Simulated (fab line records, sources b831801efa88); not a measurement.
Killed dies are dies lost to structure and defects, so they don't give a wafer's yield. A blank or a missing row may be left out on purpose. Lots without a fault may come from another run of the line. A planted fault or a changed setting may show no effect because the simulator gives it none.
Problem report in the 8D (eight disciplines) form, filled by code | flow sky130 | the parts of the form that need people (team, actions taken, sign-off) are left out

1. THE PROBLEM
developer_temp_C at SKY_METAL2_DEVELOP_14 reads a mean of 21.90 C on 6 wafers of 2 lots; wafers without a fault read 21.01 C with a standard deviation of 0.1. That is +8.9 standard deviations from the usual mean.
The step: develop time 60 s.
First seen on wafer L922.2, day 37 18:00, on litho_track-03. The record holds 39 wafers of 13 lots with a number at this step. Rule for "out", or "out of limits": more than 4 standard deviations from the usual mean. The other wafers with a number count as sound.

2. WHAT IT IS AND WHAT IT IS NOT
question                    | is                     | is not
which readings at this step | developer_temp_C       | -
which lots                  | L922, L923             | L914, L916, L918, L920, L927, L928, L930, L932, L933, L934, L935
which wafers of those lots  | all that have a number | -
read on which tools         | litho_track-03         | litho_track-01, litho_track-04
when                        | from day 37 18:00      | up to then (12 sound wafers); but 21 sound wafers of L927, L928, L930, L932, L933, L934, L935 came after

3. SUSPECTS, AND WHAT RULES EACH OUT
Counting: a tool at a process step up to the reading stays a suspect if it ran every lot that is out and no sound lot after the first of them.
- litho_track-03 at SKY_METAL2_DEVELOP_14 (develop time 60 s): ruled out as a lasting fault. Sound lots L933, L935 ran on it after its first lot that is out, L922 (day 37 18:00).
Left after counting: nothing in the record.

4. THE CAUSE (what the simulator had put in)
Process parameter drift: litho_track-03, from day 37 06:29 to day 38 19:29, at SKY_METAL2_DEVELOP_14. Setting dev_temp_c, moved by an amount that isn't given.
Counting ruled it out, wrongly.

5. THE CHAIN OF EFFECTS, in route order
Each row: a reading whose mean over the struck wafers that have a number lies more than 3 standard deviations from the usual. Only readings for which the record gives a usual standard deviation are gone through. hours: the time from each lot's start at the first step in this table that gives one to its start at this step, as a median over the lots. sigmas: the change in usual standard deviations.
hours | step                  | reading          | usual   | on struck wafers | change | sigmas
0     | SKY_METAL2_DEVELOP_14 | developer_temp_C | 21.01 C | 21.90            | +0.89  | +8.9
The process steps in it:
- SKY_METAL2_DEVELOP_14: develop time 60 s.
Later measuring or inspecting steps at which every struck wafer that the step has a row for has a number for every such reading, and none has moved that far: SKY_METAL2_OVL_MEAS_16.

6. WHAT WOULD HAVE CAUGHT IT SOONER
In this record the first reading out of limits was taken at day 37 18:00, 12 hours after the fault began at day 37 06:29.
